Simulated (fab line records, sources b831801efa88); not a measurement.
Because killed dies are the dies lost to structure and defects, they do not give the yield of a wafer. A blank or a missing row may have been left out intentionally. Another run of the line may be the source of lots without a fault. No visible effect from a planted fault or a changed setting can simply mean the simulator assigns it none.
Shared-tool check | flow sky130 | Sampled: 14 lots, 42 wafers

REASON IT WAS OPENED
Of 14 lots, 2 have the reading SD_N_RS flagged at SKY_SD_N_RS_MEAS_16. Wafers without a fault read 68.62 ohm/sq, standard deviation 0.12.
Rule: a lot is flagged in two cases, either no wafer of it has a number, or all its wafers with numbers fall more than 4 standard deviations from that mean. The rest of the lots are taken to be sound.

lot  | measured     | on            | SD_N_RS (ohm/sq), wafer by wafer | flag
L634 | day 27 09:47 | film metro-01 | 68.58 68.78 68.67                |
L636 | day 28 12:13 | film metro-02 | 68.62 68.65 68.50                |
L638 | day 28 19:17 | film metro-01 | 68.58 68.36 68.70                |
L640 | day 31 07:11 | film metro-03 | 68.71 68.60 68.55                |
L641 | day 31 07:33 | film metro-01 | 68.59 68.60 68.48                |
L643 | day 31 10:20 | film metro-01 | 68.46 68.58 68.55                |
L646 | day 31 20:32 | film metro-02 | 68.45 68.63 68.47                |
L648 | day 32 06:01 | film metro-02 | 68.59 68.66 68.77                |
L647 | day 32 06:19 | film metro-01 | 59.01 59.10 58.86                | FLAGGED
L650 | day 33 03:55 | film metro-03 | 58.96 59.13 58.97                | FLAGGED
L652 | day 35 00:19 | film metro-03 | 68.54 68.61 68.51                |
L654 | day 35 04:29 | film metro-01 | 68.81 68.57 68.61                |
L653 | day 35 07:20 | film metro-02 | 68.76 68.67 68.61                |
L657 | day 35 08:56 | film metro-03 | 68.70 68.71 68.58                |
Average over the flagged lots: 59.01 ohm/sq; offset from the usual -9.62 ohm/sq, equal to -80 standard deviations.

TOOL THAT RAN EACH LOT
The record keeps 1 process step preceding the reading, out of 708 steps on the route. Cell contents, in order: the tool; ch with the chambers the sampled wafers went through; the start.
lot  | flag    | SKY_SD_N_RTA_14
L634 |         | rtp anneal-02 ch 0, day 27 09:37
L636 |         | rtp anneal-02 ch 0, day 28 12:02
L638 |         | rtp anneal-02 ch 0, day 28 19:07
L640 |         | rtp anneal-02 ch 0, day 31 07:01
L641 |         | rtp anneal-01 ch 0, day 31 07:21
L643 |         | rtp anneal-02 ch 0, day 31 10:10
L646 |         | rtp anneal-02 ch 0, day 31 20:22
L648 |         | rtp anneal-01 ch 0, day 32 05:49
L647 | FLAGGED | rtp anneal-02 ch 0, day 32 06:07
L650 | FLAGGED | rtp anneal-02 ch 0, day 33 03:43
L652 |         | rtp anneal-01 ch 0, day 35 00:08
L654 |         | rtp anneal-01 ch 0, day 35 04:19
L653 |         | rtp anneal-01 ch 0, day 35 07:10
L657 |         | rtp anneal-01 ch 0, day 35 08:46
What is done by these steps:
- SKY_SD_N_RTA_14: time 2 s.
- SKY_SD_N_RS_MEAS_16: measures by four-point-probe.

FLAGGED AGAINST TOTAL, ONE TOOL AT A TIME (gauges that did the reading follow at the end)
step                | tool          | lots run | flagged | share of the flagged lots | sound lots run after its first flagged lot
SKY_SD_N_RTA_14     | rtp anneal-01 | 6        | 0       | none                      | -
SKY_SD_N_RTA_14     | rtp anneal-02 | 8        | 2       | all                       | 0
SKY_SD_N_RS_MEAS_16 | film metro-01 | 6        | 1       | some                      | 1 (L654)
SKY_SD_N_RS_MEAS_16 | film metro-02 | 4        | 0       | none                      | -
SKY_SD_N_RS_MEAS_16 | film metro-03 | 4        | 1       | some                      | 2 (L652,L657)

WHAT THE TABLE PERMITS
All flagged lots share 1 row of the table, namely rtp anneal-02 at SKY_SD_N_RTA_14.
- rtp anneal-02 at SKY_SD_N_RTA_14 ran 8 lots, 2 of them flagged. It ran its last sound lot, L646, at day 31 20:22 and its first flagged lot, L647, at day 32 06:07: a fault with its onset between the two fits. Its own readings lie more than 4 standard deviations out on every wafer of the flagged lots: lamp power pct, wafer_temp_C_max.
What remains is a single tool, rtp anneal-02 at SKY_SD_N_RTA_14.

WHAT HAD BEEN PUT IN BY THE SIMULATOR
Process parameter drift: rtp anneal-02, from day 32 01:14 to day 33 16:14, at SKY_SD_N_RTA_14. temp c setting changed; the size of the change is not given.
Struck lots among those shown: L647, L650. The rule above found the same.
